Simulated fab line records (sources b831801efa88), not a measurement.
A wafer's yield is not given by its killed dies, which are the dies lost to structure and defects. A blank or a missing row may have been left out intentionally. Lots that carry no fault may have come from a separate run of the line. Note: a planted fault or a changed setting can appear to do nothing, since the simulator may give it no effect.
Matching of chambers / flow gf180mcu / pecvd-03 running GF_MIM_CVD_05: 3 sister chambers
The step deposits Si3N4, target thk 42 nm, time 29.086 s. 14 wafers are shown with their chamber, then 7 later ones without.

WAFERS, EACH WITH ITS CHAMBER
wafer=L724.3; chamber=2; heater_power_w (W)=710
wafer=L724.4; chamber=0; heater_power_w (W)=584
wafer=L724.6; chamber=2; heater_power_w (W)=712
wafer=L725.2; chamber=1; heater_power_w (W)=665
wafer=L725.4; chamber=1; heater_power_w (W)=682
wafer=L725.5; chamber=0; heater_power_w (W)=569
wafer=L728.1; chamber=2; heater_power_w (W)=788
wafer=L728.3; chamber=1; heater_power_w (W)=699
wafer=L728.4; chamber=0; heater_power_w (W)=551
wafer=L729.2; chamber=2; heater_power_w (W)=799
wafer=L729.3; chamber=0; heater_power_w (W)=554
wafer=L729.5; chamber=1; heater_power_w (W)=653
wafer=L730.2; chamber=2; heater_power_w (W)=777
wafer=L730.4; chamber=1; heater_power_w (W)=698

SIGNATURES (means of the wafers above)
reading=heater_power_w; chamber 0=564.50; chamber 1=679.40; chamber 2=757.20; scatter within a chamber=29.7
Rule: for a wafer and a chamber, the distance is found by dividing, reading by reading, the gap between the wafer's reading and the chamber's mean by the reading's scatter, squaring, summing and taking the root. The wafer belongs to the nearest chamber; if the next one is less than 2 further off, it can't be placed. The scatter: the root of (the sum of the squares of (reading less its chamber's mean) over the shown wafers, divided by (wafers less chambers)).

WAFERS MISSING THEIR CHAMBER
wafer=L730.6; heater_power_w (W)=544
wafer=L741.1; heater_power_w (W)=605
wafer=L741.2; heater_power_w (W)=735
wafer=L741.5; heater_power_w (W)=609
wafer=L744.3; heater_power_w (W)=725
wafer=L744.4; heater_power_w (W)=590
wafer=L744.5; heater_power_w (W)=719

THE CHAMBER EACH PASSED THROUGH
wafer=L730.6; from the rows above=0; in truth=0
wafer=L741.1; from the rows above=can't be placed: 0 or 1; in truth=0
wafer=L741.2; from the rows above=can't be placed: 2 or 1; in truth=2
wafer=L741.5; from the rows above=can't be placed: 0 or 1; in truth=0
wafer=L744.3; from the rows above=can't be placed: 2 or 1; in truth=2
wafer=L744.4; from the rows above=0; in truth=0
wafer=L744.5; from the rows above=can't be placed: 2 or 1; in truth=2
2 of 7 placed correctly. Cannot be placed on the basis of these rows: 5; the candidates contain the true chamber in 5. Placed wrongly: 0.
